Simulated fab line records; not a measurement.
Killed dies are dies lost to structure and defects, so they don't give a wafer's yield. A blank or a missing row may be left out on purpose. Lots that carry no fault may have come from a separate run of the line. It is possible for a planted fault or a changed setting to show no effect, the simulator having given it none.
Problem report in the 8D (eight disciplines) form, filled by code | flow gf180mcu | the parts of the form that need people (team, actions taken, sign-off) are left out

== 1. THE ISSUE ==
Wafers without a fault read 40.01 Torr, standard deviation 0.09; chamberPressureTorr at GF_V1_CVD_23 reads a mean of 38.61 Torr on 6 wafers belonging to 2 lots. Measured from the usual mean, that is -16 standard deviations.
The step: deposits W, target thk 350 nm, time 105.05 s.
Seen first at day 23 06:59 on cvdW-02, wafer L146.2. The record holds 18 wafers of 6 lots with a number at this step. Rule for "out", or "out of limits": more than 4 standard deviations from the usual mean. All remaining wafers that have a number are taken as sound.

== 2. WHAT IT IS, WHAT IT ISN'T ==
question                    | is                     | is not
which readings at this step | chamberPressureTorr    | heaterPowerW
which lots                  | L146, L147             | L134, L145, L153, L156
which wafers of those lots  | all that have a number | -
read on which tools         | cvdW-02                | cvdW-01
when                        | from day 23 06:59      | up to then (3 sound wafers); but 9 sound wafers of L145, L153, L156 came after

== 3. WHAT RULES OUT EACH SUSPECT ==
Counting: a tool stays on the suspect list if, at a process step up to the reading, it processed all lots that are out and no sound lot following the first of them.
- rieDiel-01 at GF_V1_ETCH_16 (etches BARC in N2/H2): ruled out as a lasting fault. After its first lot that is out, L146 (day 23 06:14), sound lots L145 ran on it.
- rieDiel-01 at GF_V1_ETCH_17 (etches SiO2 in C4F8/O2/Ar, stops on TiN, target depth 630 nm): ruled out as a lasting fault. After its first lot that is out, L146 (day 23 06:22), sound lots L145 ran on it. GF_V1_ETCH_17 gives no start for some lots, so the hours and the order of its lots are those of GF_V1_STRIP_18.
- plasmaAsher-03 at GF_V1_STRIP_18 (strips in O2/N2): ruled out as a lasting fault. After its first lot that is out, L146 (day 23 06:22), sound lots L153, L156 ran on it.
- cvdW-02 at GF_V1_CVD_23 (deposits W, target thk 350 nm, time 105.05 s): kept. It ran every lot that is out, first L146 (day 23 06:59), and no sound lot after that. Its own readings are out on those wafers: chamberPressureTorr.
Remaining after the count: cvdW-02 at GF_V1_CVD_23.

== 4. THE CAUSE (what the simulator had put in) ==
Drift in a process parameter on cvdW-02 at GF_V1_CVD_23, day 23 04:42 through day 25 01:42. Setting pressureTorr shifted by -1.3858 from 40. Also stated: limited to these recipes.
Only this tool survived the counting.

== 5. THE CHAIN OF EFFECTS, in route order ==
Each row: a reading where the mean over the struck wafers with a number is more than 3 standard deviations away from the usual. Only readings for which the record gives a usual standard deviation are gone through. hours: the time from each lot's start at the first step in this table that gives one to its start at this step, as a median over the lots. sigmas: the change in usual standard deviations.
hours | step         | reading             | usual      | on struck wafers | change | sigmas
0     | GF_V1_CVD_23 | chamberPressureTorr | 40.01 Torr | 38.61            | -1.40  | -16
Here are the process steps it includes:
- GF_V1_CVD_23: deposits W, target thk 350 nm, time 105.05 s.
Later measuring or inspecting steps at which every struck wafer that the step has a row for has a number for every such reading, and none has moved that far: GF_V1_RS_MEAS_24.

== 6. HOW IT WOULD HAVE BEEN CAUGHT EARLIER ==
In this record the first reading out of limits was taken at day 23 06:59, 2 hours after the fault began at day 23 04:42.
